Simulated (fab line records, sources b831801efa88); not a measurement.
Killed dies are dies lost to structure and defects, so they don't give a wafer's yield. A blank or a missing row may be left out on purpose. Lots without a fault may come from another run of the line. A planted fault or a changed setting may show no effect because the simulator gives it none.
A struck lot beside a sound one | flow gf180mcu | 20 steps out of a route of 602
Sound: wafers L279.2, L279.3, L279.4. Struck: wafers L276.2, L276.3, L276.5. The cause comes at the end.
At each step with rows: each side's tool, then ch and its chambers, then its first start. Under that, the readings that differ: sound wafers | struck wafers | difference of the means | sigmas: that difference in standard deviations of wafers without a fault.
alike: readings whose means differ by less than 2 such deviations, and words and numbers that are the same on both sides. not compared: withheld readings, readings that some wafer has no value for, bounds like >300 that may hide the same value, and numbers for which the record gives no deviation and whose values overlap.
The two part at a step that has a row with sigmas, a row that says differs or no value, or rows on one side only. Numbers that don't overlap but have no deviation are shown without sigmas and don't part them. A reading that every wafer of one side lacks parts them only if that side has two wafers or more.

first, 2 steps without rows for these wafers: GF_HV_LDD_PEB_29; GF_HV_LDD_DEVELOP_30 (develop time 60 s).
GF_HV_LDD_CD_MEAS_31: target cd 400 nm.
  sound on cd_sem-02, day 17 05:55; struck on cd_sem-02, day 16 15:37
  alike: cd_nm
GF_HV_LDD_OVL_MEAS_32:
  sound on overlay-02, day 17 06:01; struck on overlay-02, day 16 15:43
  alike: HV_LDD_02_OVL
then, 4 steps without rows for these wafers: GF_HV_LDD_IMPLANT_33; GF_HV_LDD_IMPLANT_34; GF_HV_LDD_IMPLANT_35; GF_HV_LDD_IMPLANT_36.
GF_HV_LDD_STRIP_37: strips in O2/N2.
  sound on plasma_asher-04 ch 0,1, day 17 06:39; struck on plasma_asher-03 ch 0,1, day 16 16:21
  alike: drypump_motor_current_A, heater_power_w, oes_product_au, strip_time_to_endpoint_s
  not compared: rf_hours_counter_h
GF_HV_LDD_TW_MEAS_38:
  sound on film_metro-01, day 17 06:46; struck on film_metro-01, day 16 16:28
  alike: HV_LDD_3_TW
then, 2 steps without rows for these wafers: GF_HV_LDD_DEHYDRATE_39 (time 60 s); GF_HV_LDD_HMDS_40 (prime time 60 s).
GF_HV_LDD_COAT_41: resist thk 1000 nm.
  sound on litho_track-01 ch 0, day 17 17:53; struck on litho_track-02, day 17 03:46
  no value came back on the struck wafers for chill_plate_temp_C (C), dispense_pressure_kPa (kPa); on the sound wafers chill_plate_temp_C (C) reads 22.92 23.03 23.12
then, 4 steps without rows for these wafers: GF_HV_LDD_SOFTBAKE_42 (time 60 s); GF_HV_LDD_EXPOSE_43 (exposes mask Pplus HV AREA, target cd 400 nm); GF_HV_LDD_PEB_44; GF_HV_LDD_DEVELOP_45 (develop time 60 s).
GF_HV_LDD_CD_MEAS_46: target cd 400 nm.
  sound on cd_sem-01, day 18 06:03; struck on cd_sem-02, day 17 15:15
  reading    | sound             | struck | difference                    | sigmas
  cd_nm (nm) | 398.6 400.2 398.6 | - - -  | no value on the struck wafers |
GF_HV_LDD_OVL_MEAS_47:
  sound on overlay-01, day 18 06:10; struck on overlay-02, day 17 15:22
  reading            | sound        | struck | difference                    | sigmas
  HV_LDD_03_OVL (nm) | -0.2 0.4 1.9 | - - -  | no value on the struck wafers |
-- the record jumps here: 16 days lie between the struck wafers' starts before and after (it left off in module HV_LDD and takes up again in module PASSIVATION, whose first step shown is number 602 of the route) --
GF_PASSIVATION_PROBE_99:
  the record has rows for the struck wafers here (prober-01, day 33 10:47) and none for the sound ones

WHERE THEY PART
First at GF_HV_LDD_COAT_41; last, within this record, at GF_PASSIVATION_PROBE_99.

WHY: what the simulator had put in
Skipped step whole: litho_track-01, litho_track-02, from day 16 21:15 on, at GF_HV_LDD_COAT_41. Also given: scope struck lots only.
